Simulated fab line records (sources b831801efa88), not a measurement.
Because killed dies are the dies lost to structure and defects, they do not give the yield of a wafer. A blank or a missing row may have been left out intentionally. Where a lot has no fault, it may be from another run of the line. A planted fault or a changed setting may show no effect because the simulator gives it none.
fab line records || flow gf180mcu
[record] {"lots": 7, "wafers": 21, "last_day": 34}
route steps=602 shown VT_IMPLANT@117
lots with no fault: from the same line, run without faults
start_h: start of the lot's first displayed wafer, in hours after the record's first day || wait_h: how many hours have passed since the lot's step before this one || " repeats the value in the row above || L1.1+2: a single row standing in for several wafers || - either no value or no given start || * or withheld: withheld || < > ~ a bound
route shown NAME@n: names a module that has steps shown in the file, with the first one's number in the route || usual: mean and standard deviation over wafers with no fault || same: alike in all rows || chamber/n: place in a boat || sites: per-site readings || _std_site: standard deviation of those values || _edge_site: the outer-site mean with the inner-site mean subtracted || radius_mm: for every site, how far away it sits from the centre of the wafer || mask NAME#n: copy n || behind: the most recent tool/chamber to have shaped the wafer || hold: what put the lot on hold/how long, in hours/how the hold closed || device: the n, p or np transistor that did not switch || end of line: the route-end tests of the same wafers || a step given without rows: its recipe and nothing more || killed: the dies lost at the first sort to structure and to defects; this is not the yield of the wafer || map: per-die view of a wafer (x killed, . not killed, _ where there is no die)
set.NAME: the run value of the setting; set.NAME@STEP: its run value at that earlier step || model.NAME: the simulator's own value behind a step, which no gauge read
lots seen at some steps along the route; tables by step, rows by wafer
services: a tool's chamber out of use, with start hour (start_h, from the record's first day; less than 0 if before it), hours out, and reason
[[steps]]
[step GF_VT_IMPLANT_PEB_27]
[recipe] {"temp_c": "withheld", "time_s": "*", "resist": "NOVOLAK"}
[step GF_VT_IMPLANT_DEVELOP_28]
[recipe] {"develop_time_s": 60, "dev_temp_c": 21.91}
[step GF_VT_IMPLANT_OVL_MEAS_29]
[usual] {"VT_IMPLANT_02_OVL": "0.4/1.2"}
{"lot.wafer": "L493.2", "tool": "overlay-01", "chamber": "-", "start_h": 173.35, "wait_h": 0.1, "VT_IMPLANT_02_OVL[nm]": 1.0}
{"lot.wafer": "L493.4", "tool": "overlay-01", "chamber": "-", "start_h": 173.35, "wait_h": 0.1, "VT_IMPLANT_02_OVL[nm]": 0.9}
{"lot.wafer": "L493.5", "tool": "overlay-01", "chamber": "-", "start_h": 173.35, "wait_h": 0.1, "VT_IMPLANT_02_OVL[nm]": 0.7}
{"lot.wafer": "L495.1", "tool": "overlay-02", "chamber": "-", "start_h": 189.79, "wait_h": 0.1, "VT_IMPLANT_02_OVL[nm]": 0.3}
{"lot.wafer": "L495.2", "tool": "overlay-02", "chamber": "-", "start_h": 189.79, "wait_h": 0.1, "VT_IMPLANT_02_OVL[nm]": -0.2}
{"lot.wafer": "L495.6", "tool": "overlay-02", "chamber": "-", "start_h": 189.79, "wait_h": 0.1, "VT_IMPLANT_02_OVL[nm]": 1.0}
{"lot.wafer": "L496.3", "tool": "overlay-02", "chamber": "-", "start_h": 193.92, "wait_h": 0.1, "VT_IMPLANT_02_OVL[nm]": 1.6}
{"lot.wafer": "L496.4", "tool": "overlay-02", "chamber": "-", "start_h": 193.92, "wait_h": 0.1, "VT_IMPLANT_02_OVL[nm]": 2.6}
{"lot.wafer": "L496.6", "tool": "overlay-02", "chamber": "-", "start_h": 193.92, "wait_h": 0.1, "VT_IMPLANT_02_OVL[nm]": 1.9}
{"lot.wafer": "L497.1", "tool": "overlay-01", "chamber": "-", "start_h": 197.60, "wait_h": 0.1, "VT_IMPLANT_02_OVL[nm]": -0.9}
{"lot.wafer": "L497.2", "tool": "overlay-01", "chamber": "-", "start_h": 197.60, "wait_h": 0.1, "VT_IMPLANT_02_OVL[nm]": 0.9}
{"lot.wafer": "L497.6", "tool": "overlay-01", "chamber": "-", "start_h": 197.60, "wait_h": 0.1, "VT_IMPLANT_02_OVL[nm]": 0.4}
{"lot.wafer": "L502.1", "tool": "overlay-01", "chamber": "-", "start_h": 231.71, "wait_h": 0.1, "VT_IMPLANT_02_OVL[nm]": 0.4}
{"lot.wafer": "L502.4", "tool": "overlay-01", "chamber": "-", "start_h": 231.71, "wait_h": 0.1, "VT_IMPLANT_02_OVL[nm]": 0.2}
{"lot.wafer": "L502.6", "tool": "overlay-01", "chamber": "-", "start_h": 231.71, "wait_h": 0.1, "VT_IMPLANT_02_OVL[nm]": -0.9}
{"lot.wafer": "L506.1", "tool": "overlay-02", "chamber": "-", "start_h": 258.00, "wait_h": 0.1, "VT_IMPLANT_02_OVL[nm]": 0.8}
{"lot.wafer": "L506.3", "tool": "overlay-02", "chamber": "-", "start_h": 258.00, "wait_h": 0.1, "VT_IMPLANT_02_OVL[nm]": -1.4}
{"lot.wafer": "L506.4", "tool": "overlay-02", "chamber": "-", "start_h": 258.00, "wait_h": 0.1, "VT_IMPLANT_02_OVL[nm]": -1.1}
{"lot.wafer": "L509.1", "tool": "overlay-01", "chamber": "-", "start_h": 275.89, "wait_h": 0.1, "VT_IMPLANT_02_OVL[nm]": 0.2}
{"lot.wafer": "L509.4", "tool": "overlay-01", "chamber": "-", "start_h": 275.89, "wait_h": 0.1, "VT_IMPLANT_02_OVL[nm]": 1.3}
{"lot.wafer": "L509.6", "tool": "overlay-01", "chamber": "-", "start_h": 275.89, "wait_h": 0.1, "VT_IMPLANT_02_OVL[nm]": 0.5}
[step GF_VT_IMPLANT_IMPLANT_30]
[recipe] {"species": "B", "energy_kev": 25, "dose_cm2": 2.534e+12, "tilt_deg": 7}
[step GF_VT_IMPLANT_STRIP_31]
[recipe] {"chemistry": "O2/N2", "power_w": 1400, "pressure_mtorr": 1500, "platen_temp_c": 250, "o2_flow_sccm": 3000, "n2_flow_sccm": 300, "overash_fraction": 0.5}
[usual] {"drypump_motor_current_A": "5.8/0.41", "heater_power_w": "322/47", "oes_product_au": "0.717/0.0046", "strip_time_to_endpoint_s": "12.65/0.034"}
{"lot.wafer": "L493.2", "tool": "plasma_asher-03", "chamber": 0, "start_h": 173.53, "wait_h": 0.1, "drypump_motor_current_A": 5.6, "heater_power_w": 375, "oes_product_au": 0.714, "rf_hours_counter_h": 53, "strip_time_to_endpoint_s": 12.67}
{"lot.wafer": "L493.4", "tool": "plasma_asher-03", "chamber": 0, "start_h": 173.53, "wait_h": 0.1, "drypump_motor_current_A": 5.7, "heater_power_w": 373, "oes_product_au": 0.707, "rf_hours_counter_h": "-", "strip_time_to_endpoint_s": 12.67}
{"lot.wafer": "L493.5", "tool": "plasma_asher-03", "chamber": 0, "start_h": 173.53, "wait_h": 0.1, "drypump_motor_current_A": 5.7, "heater_power_w": 362, "oes_product_au": 0.715, "rf_hours_counter_h": "-", "strip_time_to_endpoint_s": 12.66}
{"lot.wafer": "L495.1", "tool": "plasma_asher-03", "chamber": 0, "start_h": 189.98, "wait_h": 0.1, "drypump_motor_current_A": 5.7, "heater_power_w": 369, "oes_product_au": 0.715, "rf_hours_counter_h": 54, "strip_time_to_endpoint_s": 12.72}
{"lot.wafer": "L495.2", "tool": "plasma_asher-03", "chamber": 1, "start_h": 189.98, "wait_h": 0.1, "drypump_motor_current_A": 6.3, "heater_power_w": 357, "oes_product_au": 0.717, "rf_hours_counter_h": 54, "strip_time_to_endpoint_s": 12.68}
{"lot.wafer": "L495.6", "tool": "plasma_asher-03", "chamber": 1, "start_h": 189.98, "wait_h": 0.1, "drypump_motor_current_A": 6.3, "heater_power_w": 360, "oes_product_au": 0.714, "rf_hours_counter_h": "-", "strip_time_to_endpoint_s": 12.71}
{"lot.wafer": "L496.3", "tool": "plasma_asher-01", "chamber": 0, "start_h": 194.13, "wait_h": 0.1, "drypump_motor_current_A": 5.8, "heater_power_w": 251, "oes_product_au": 0.714, "rf_hours_counter_h": "-", "strip_time_to_endpoint_s": 12.69}
{"lot.wafer": "L496.4", "tool": "plasma_asher-01", "chamber": 1, "start_h": 194.13, "wait_h": 0.1, "drypump_motor_current_A": 5.7, "heater_power_w": 349, "oes_product_au": 0.715, "rf_hours_counter_h": "-", "strip_time_to_endpoint_s": 12.66}
{"lot.wafer": "L496.6", "tool": "plasma_asher-01", "chamber": 1, "start_h": 194.13, "wait_h": 0.1, "drypump_motor_current_A": 5.6, "heater_power_w": 366, "oes_product_au": 0.712, "rf_hours_counter_h": "-", "strip_time_to_endpoint_s": 12.65}
{"lot.wafer": "L497.1", "tool": "plasma_asher-04", "chamber": 0, "start_h": 197.79, "wait_h": 0.1, "drypump_motor_current_A": 6.0, "heater_power_w": 271, "oes_product_au": 0.711, "rf_hours_counter_h": 58, "strip_time_to_endpoint_s": 12.66}
{"lot.wafer": "L497.2", "tool": "plasma_asher-04", "chamber": 1, "start_h": 197.79, "wait_h": 0.1, "drypump_motor_current_A": 4.9, "heater_power_w": 316, "oes_product_au": 0.717, "rf_hours_counter_h": 58, "strip_time_to_endpoint_s": 12.62}
{"lot.wafer": "L497.6", "tool": "plasma_asher-04", "chamber": 1, "start_h": 197.79, "wait_h": 0.1, "drypump_motor_current_A": 4.8, "heater_power_w": 316, "oes_product_au": 0.720, "rf_hours_counter_h": "-", "strip_time_to_endpoint_s": 12.64}
{"lot.wafer": "L502.1", "tool": "plasma_asher-04", "chamber": 0, "start_h": 231.89, "wait_h": 0.1, "drypump_motor_current_A": 6.0, "heater_power_w": 277, "oes_product_au": 0.712, "rf_hours_counter_h": 60, "strip_time_to_endpoint_s": 12.66}
{"lot.wafer": "L502.4", "tool": "plasma_asher-04", "chamber": 0, "start_h": 231.89, "wait_h": 0.1, "drypump_motor_current_A": 6.0, "heater_power_w": 266, "oes_product_au": 0.711, "rf_hours_counter_h": "-", "strip_time_to_endpoint_s": 12.67}
{"lot.wafer": "L502.6", "tool": "plasma_asher-04", "chamber": 1, "start_h": 231.89, "wait_h": 0.1, "drypump_motor_current_A": 4.8, "heater_power_w": 318, "oes_product_au": 0.715, "rf_hours_counter_h": "-", "strip_time_to_endpoint_s": 12.66}
{"lot.wafer": "L506.1", "tool": "plasma_asher-01", "chamber": 0, "start_h": 258.19, "wait_h": 0.1, "drypump_motor_current_A": 5.8, "heater_power_w": 252, "oes_product_au": 0.716, "rf_hours_counter_h": 48, "strip_time_to_endpoint_s": 12.59}
{"lot.wafer": "L506.3", "tool": "plasma_asher-01", "chamber": 0, "start_h": 258.19, "wait_h": 0.1, "drypump_motor_current_A": 5.9, "heater_power_w": 249, "oes_product_au": 0.719, "rf_hours_counter_h": "-", "strip_time_to_endpoint_s": 12.57}
{"lot.wafer": "L506.4", "tool": "plasma_asher-01", "chamber": 1, "start_h": 258.19, "wait_h": 0.1, "drypump_motor_current_A": 5.7, "heater_power_w": 365, "oes_product_au": 0.725, "rf_hours_counter_h": "-", "strip_time_to_endpoint_s": 12.63}
{"lot.wafer": "L509.1", "tool": "plasma_asher-01", "chamber": 1, "start_h": 276.08, "wait_h": 0.1, "drypump_motor_current_A": 5.7, "heater_power_w": 353, "oes_product_au": 0.710, "rf_hours_counter_h": 50, "strip_time_to_endpoint_s": 12.65}
{"lot.wafer": "L509.4", "tool": "plasma_asher-01", "chamber": 0, "start_h": 276.08, "wait_h": 0.1, "drypump_motor_current_A": 5.8, "heater_power_w": 249, "oes_product_au": 0.718, "rf_hours_counter_h": "-", "strip_time_to_endpoint_s": 12.65}
{"lot.wafer": "L509.6", "tool": "plasma_asher-01", "chamber": 1, "start_h": 276.08, "wait_h": 0.1, "drypump_motor_current_A": 5.7, "heater_power_w": 362, "oes_product_au": 0.721, "rf_hours_counter_h": "-", "strip_time_to_endpoint_s": 12.65}
[step GF_VT_IMPLANT_TW_MEAS_32]
[usual] {"VT_IMPLANT_3_TW": "272/3.5"}
{"lot.wafer": "L493.2", "tool": "film_metro-01", "chamber": "-", "start_h": 173.64, "wait_h": 0.1, "VT_IMPLANT_3_TW": 268}
{"lot.wafer": "L493.4", "tool": "film_metro-01", "chamber": "-", "start_h": 173.64, "wait_h": 0.1, "VT_IMPLANT_3_TW": 269}
{"lot.wafer": "L493.5", "tool": "film_metro-01", "chamber": "-", "start_h": 173.64, "wait_h": 0.1, "VT_IMPLANT_3_TW": 269}
{"lot.wafer": "L495.1", "tool": "film_metro-04", "chamber": "-", "start_h": 190.08, "wait_h": 0.1, "VT_IMPLANT_3_TW": 274}
{"lot.wafer": "L495.2", "tool": "film_metro-04", "chamber": "-", "start_h": 190.08, "wait_h": 0.1, "VT_IMPLANT_3_TW": 274}
{"lot.wafer": "L495.6", "tool": "film_metro-04", "chamber": "-", "start_h": 190.08, "wait_h": 0.1, "VT_IMPLANT_3_TW": 275}
{"lot.wafer": "L496.3", "tool": "film_metro-02", "chamber": "-", "start_h": 194.21, "wait_h": 0.1, "VT_IMPLANT_3_TW": 263}
{"lot.wafer": "L496.4", "tool": "film_metro-02", "chamber": "-", "start_h": 194.21, "wait_h": 0.1, "VT_IMPLANT_3_TW": 264}
{"lot.wafer": "L496.6", "tool": "film_metro-02", "chamber": "-", "start_h": 194.21, "wait_h": 0.1, "VT_IMPLANT_3_TW": 263}
{"lot.wafer": "L497.1", "tool": "film_metro-04", "chamber": "-", "start_h": 197.89, "wait_h": 0.1, "VT_IMPLANT_3_TW": 273}
{"lot.wafer": "L497.2", "tool": "film_metro-04", "chamber": "-", "start_h": 197.89, "wait_h": 0.1, "VT_IMPLANT_3_TW": 274}
{"lot.wafer": "L497.6", "tool": "film_metro-04", "chamber": "-", "start_h": 197.89, "wait_h": 0.1, "VT_IMPLANT_3_TW": 275}
{"lot.wafer": "L502.1", "tool": "film_metro-02", "chamber": "-", "start_h": 231.99, "wait_h": 0.1, "VT_IMPLANT_3_TW": 266}
{"lot.wafer": "L502.4", "tool": "film_metro-02", "chamber": "-", "start_h": 231.99, "wait_h": 0.1, "VT_IMPLANT_3_TW": 265}
{"lot.wafer": "L502.6", "tool": "film_metro-02", "chamber": "-", "start_h": 231.99, "wait_h": 0.1, "VT_IMPLANT_3_TW": 266}
{"lot.wafer": "L506.1", "tool": "film_metro-04", "chamber": "-", "start_h": 258.29, "wait_h": 0.1, "VT_IMPLANT_3_TW": 276}
{"lot.wafer": "L506.3", "tool": "film_metro-04", "chamber": "-", "start_h": 258.29, "wait_h": 0.1, "VT_IMPLANT_3_TW": 276}
{"lot.wafer": "L506.4", "tool": "film_metro-04", "chamber": "-", "start_h": 258.29, "wait_h": 0.1, "VT_IMPLANT_3_TW": 274}
{"lot.wafer": "L509.1", "tool": "film_metro-04", "chamber": "-", "start_h": 276.18, "wait_h": 0.1, "VT_IMPLANT_3_TW": 273}
{"lot.wafer": "L509.4", "tool": "film_metro-04", "chamber": "-", "start_h": 276.18, "wait_h": 0.1, "VT_IMPLANT_3_TW": 272}
{"lot.wafer": "L509.6", "tool": "film_metro-04", "chamber": "-", "start_h": 276.18, "wait_h": 0.1, "VT_IMPLANT_3_TW": 273}
[step GF_VT_IMPLANT_DEHYDRATE_33]
[recipe] {"temp_c": 200, "time_s": 60}
[step GF_VT_IMPLANT_HMDS_34]
[recipe] {"prime_time_s": 60, "prime_temp_c": 120}
[step GF_VT_IMPLANT_COAT_35]
[recipe] {"resist": "NOVOLAK", "spin_rpm": 3000, "resist_thk_nm": 1000}
[step GF_VT_IMPLANT_SOFTBAKE_36]
[recipe] {"temp_c": 90, "time_s": 60, "resist": "NOVOLAK"}
[step GF_VT_IMPLANT_EXPOSE_37]
[recipe] {"mask_id": "Nwell_HV_AREA", "target_cd_nm": 860, "na": 0.6, "source_shape": "conventional", "sigma_outer": 0.6, "dose_mj": 140}
[step GF_VT_IMPLANT_PEB_38]
[recipe] {"temp_c": "withheld", "time_s": "*", "resist": "NOVOLAK"}
[step GF_VT_IMPLANT_DEVELOP_39]
[recipe] {"develop_time_s": 60, "dev_temp_c": 23}
[usual] {"chill_plate_temp_C": "23.00/0.11", "develop_time_s": "60/0", "exhaust_pa": "45.0/0.84"}
{"lot.wafer": "L493.2", "tool": "litho_track-01", "chamber": 0, "start_h": 190.13, "wait_h": 0.1, "chill_plate_temp_C": 23.06, "develop_time_s": 60, "exhaust_pa": 45.6}
{"lot.wafer": "L493.4", "tool": "litho_track-01", "chamber": 0, "start_h": 190.13, "wait_h": 0.1, "chill_plate_temp_C": 23.01, "develop_time_s": 60, "exhaust_pa": 44.6}
{"lot.wafer": "L493.5", "tool": "litho_track-01", "chamber": 0, "start_h": 190.13, "wait_h": 0.1, "chill_plate_temp_C": 23.11, "develop_time_s": 60, "exhaust_pa": 45.1}
{"lot.wafer": "L495.1", "tool": "litho_track-04", "chamber": "-", "start_h": 206.85, "wait_h": 0.1, "chill_plate_temp_C": "-", "develop_time_s": "-", "exhaust_pa": "-"}
{"lot.wafer": "L495.2", "tool": "litho_track-04", "chamber": "-", "start_h": 206.85, "wait_h": 0.1, "chill_plate_temp_C": "-", "develop_time_s": "-", "exhaust_pa": "-"}
{"lot.wafer": "L495.6", "tool": "litho_track-04", "chamber": "-", "start_h": 206.85, "wait_h": 0.1, "chill_plate_temp_C": "-", "develop_time_s": "-", "exhaust_pa": "-"}
{"lot.wafer": "L496.3", "tool": "litho_track-01", "chamber": "-", "start_h": 210.01, "wait_h": 0.1, "chill_plate_temp_C": "-", "develop_time_s": "-", "exhaust_pa": "-"}
{"lot.wafer": "L496.4", "tool": "litho_track-01", "chamber": "-", "start_h": 210.01, "wait_h": 0.1, "chill_plate_temp_C": "-", "develop_time_s": "-", "exhaust_pa": "-"}
{"lot.wafer": "L496.6", "tool": "litho_track-01", "chamber": "-", "start_h": 210.01, "wait_h": 0.1, "chill_plate_temp_C": "-", "develop_time_s": "-", "exhaust_pa": "-"}
{"lot.wafer": "L497.1", "tool": "litho_track-03", "chamber": "-", "start_h": 214.29, "wait_h": 0.1, "chill_plate_temp_C": "-", "develop_time_s": "-", "exhaust_pa": "-"}
{"lot.wafer": "L497.2", "tool": "litho_track-03", "chamber": "-", "start_h": 214.29, "wait_h": 0.1, "chill_plate_temp_C": "-", "develop_time_s": "-", "exhaust_pa": "-"}
{"lot.wafer": "L497.6", "tool": "litho_track-03", "chamber": "-", "start_h": 214.29, "wait_h": 0.1, "chill_plate_temp_C": "-", "develop_time_s": "-", "exhaust_pa": "-"}
{"lot.wafer": "L502.1", "tool": "litho_track-03", "chamber": 0, "start_h": 249.44, "wait_h": 0.1, "chill_plate_temp_C": 22.94, "develop_time_s": 60, "exhaust_pa": 45.9}
{"lot.wafer": "L502.4", "tool": "litho_track-03", "chamber": 0, "start_h": 249.44, "wait_h": 0.1, "chill_plate_temp_C": 22.81, "develop_time_s": 60, "exhaust_pa": 44.7}
{"lot.wafer": "L502.6", "tool": "litho_track-03", "chamber": 0, "start_h": 249.44, "wait_h": 0.1, "chill_plate_temp_C": 23.06, "develop_time_s": 60, "exhaust_pa": 45.0}
{"lot.wafer": "L506.1", "tool": "litho_track-01", "chamber": 0, "start_h": 276.85, "wait_h": 0.1, "chill_plate_temp_C": 23.06, "develop_time_s": 60, "exhaust_pa": 45.1}
{"lot.wafer": "L506.3", "tool": "litho_track-01", "chamber": 0, "start_h": 276.85, "wait_h": 0.1, "chill_plate_temp_C": 23.03, "develop_time_s": 60, "exhaust_pa": 44.9}
{"lot.wafer": "L506.4", "tool": "litho_track-01", "chamber": 0, "start_h": 276.85, "wait_h": 0.1, "chill_plate_temp_C": 23.03, "develop_time_s": 60, "exhaust_pa": 43.6}
{"lot.wafer": "L509.1", "tool": "litho_track-04", "chamber": 0, "start_h": 295.45, "wait_h": 0.1, "chill_plate_temp_C": 23.11, "develop_time_s": 60, "exhaust_pa": 45.3}
{"lot.wafer": "L509.4", "tool": "litho_track-04", "chamber": 0, "start_h": 295.45, "wait_h": 0.1, "chill_plate_temp_C": 23.06, "develop_time_s": 60, "exhaust_pa": 45.5}
{"lot.wafer": "L509.6", "tool": "litho_track-04", "chamber": 0, "start_h": 295.45, "wait_h": 0.1, "chill_plate_temp_C": 23.08, "develop_time_s": 60, "exhaust_pa": 45.0}
[step GF_VT_IMPLANT_OVL_MEAS_40]
[usual] {"VT_IMPLANT_03_OVL": "1.5/1.6"}
{"lot.wafer": "L493.2", "tool": "overlay-02", "chamber": "-", "start_h": 190.26, "wait_h": 0.1, "VT_IMPLANT_03_OVL[nm]": 2.2}
{"lot.wafer": "L493.4", "tool": "overlay-02", "chamber": "-", "start_h": 190.26, "wait_h": 0.1, "VT_IMPLANT_03_OVL[nm]": 2.4}
{"lot.wafer": "L493.5", "tool": "overlay-02", "chamber": "-", "start_h": 190.26, "wait_h": 0.1, "VT_IMPLANT_03_OVL[nm]": 3.1}
{"lot.wafer": "L495.1", "tool": "overlay-01", "chamber": "-", "start_h": 207.00, "wait_h": 0.1, "VT_IMPLANT_03_OVL[nm]": "-"}
{"lot.wafer": "L495.2", "tool": "overlay-01", "chamber": "-", "start_h": 207.00, "wait_h": 0.1, "VT_IMPLANT_03_OVL[nm]": "-"}
{"lot.wafer": "L495.6", "tool": "overlay-01", "chamber": "-", "start_h": 207.00, "wait_h": 0.1, "VT_IMPLANT_03_OVL[nm]": "-"}
{"lot.wafer": "L496.3", "tool": "overlay-01", "chamber": "-", "start_h": 210.12, "wait_h": 0.1, "VT_IMPLANT_03_OVL[nm]": "-"}
{"lot.wafer": "L496.4", "tool": "overlay-01", "chamber": "-", "start_h": 210.12, "wait_h": 0.1, "VT_IMPLANT_03_OVL[nm]": "-"}
{"lot.wafer": "L496.6", "tool": "overlay-01", "chamber": "-", "start_h": 210.12, "wait_h": 0.1, "VT_IMPLANT_03_OVL[nm]": "-"}
{"lot.wafer": "L497.1", "tool": "overlay-01", "chamber": "-", "start_h": 214.44, "wait_h": 0.1, "VT_IMPLANT_03_OVL[nm]": "-"}
{"lot.wafer": "L497.2", "tool": "overlay-01", "chamber": "-", "start_h": 214.44, "wait_h": 0.1, "VT_IMPLANT_03_OVL[nm]": "-"}
{"lot.wafer": "L497.6", "tool": "overlay-01", "chamber": "-", "start_h": 214.44, "wait_h": 0.1, "VT_IMPLANT_03_OVL[nm]": "-"}
{"lot.wafer": "L502.1", "tool": "overlay-01", "chamber": "-", "start_h": 249.59, "wait_h": 0.1, "VT_IMPLANT_03_OVL[nm]": 1.1}
{"lot.wafer": "L502.4", "tool": "overlay-01", "chamber": "-", "start_h": 249.59, "wait_h": 0.1, "VT_IMPLANT_03_OVL[nm]": 1.1}
{"lot.wafer": "L502.6", "tool": "overlay-01", "chamber": "-", "start_h": 249.59, "wait_h": 0.1, "VT_IMPLANT_03_OVL[nm]": 2.1}
{"lot.wafer": "L506.1", "tool": "overlay-02", "chamber": "-", "start_h": 277.00, "wait_h": 0.1, "VT_IMPLANT_03_OVL[nm]": 2.6}
{"lot.wafer": "L506.3", "tool": "overlay-02", "chamber": "-", "start_h": 277.00, "wait_h": 0.1, "VT_IMPLANT_03_OVL[nm]": 1.9}
{"lot.wafer": "L506.4", "tool": "overlay-02", "chamber": "-", "start_h": 277.00, "wait_h": 0.1, "VT_IMPLANT_03_OVL[nm]": 3.1}
{"lot.wafer": "L509.1", "tool": "overlay-02", "chamber": "-", "start_h": 295.60, "wait_h": 0.1, "VT_IMPLANT_03_OVL[nm]": 0.6}
{"lot.wafer": "L509.4", "tool": "overlay-02", "chamber": "-", "start_h": 295.60, "wait_h": 0.1, "VT_IMPLANT_03_OVL[nm]": 0.8}
{"lot.wafer": "L509.6", "tool": "overlay-02", "chamber": "-", "start_h": 295.60, "wait_h": 0.1, "VT_IMPLANT_03_OVL[nm]": 0.4}
[[services]]
{"tool": "plasma_asher-04", "chamber": "-", "start_h": 162.28, "hours": 1.4, "kind": "repair"}
{"tool": "plasma_asher-04", "chamber": "-", "start_h": 204.60, "hours": 14.6, "kind": "pm"}
{"tool": "plasma_asher-01", "chamber": "-", "start_h": 247.58, "hours": 2.8, "kind": "pm"}
{"tool": "plasma_asher-04", "chamber": "-", "start_h": 253.57, "hours": 0.8, "kind": "repair"}
[[key]]
[first_sign] {"step": "GF_VT_IMPLANT_DEVELOP_39", "reading": "tool_record", "direction": "missing"}
effect none on later readings
met_at GF_VT_IMPLANT_DEVELOP_39
struck_wafers L495.1,L495.2,L495.6,L496.3,L496.4,L496.6,L497.1,L497.2,L497.6
later_rows_left_out L495.1,L495.2,L495.6,L496.3,L496.4,L496.6,L497.1,L497.2,L497.6
sort_left_out L495.1,L495.2,L495.6,L496.3,L496.4,L496.6,L497.1,L497.2,L497.6
tester_left_out L495,L496,L497
onset_between 190.13 206.85
[fault] {"kind": "skipped_step_whole", "tool": "litho_track-01,litho_track-03,litho_track-04", "chamber": "-", "onset_h": 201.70, "steps": "GF_VT_IMPLANT_DEVELOP_39", "scope": "struck_lots_only"}
// tester_left_out: of these lots the tester's yield and bins aren't shown, on N5 and GAA mostly nor the transistor test; their killed dies are dies lost to structure and defects alone, not to doping, threshold or leakage, so they don't give the yield
// sort_left_out: the simulated sort isn't trusted on such a fault, so these wafers' sort isn't shown, and their yield isn't known
// later_rows_left_out: the simulator's readings of these wafers behind a module that went badly wrong aren't trusted and aren't shown, but for the sort
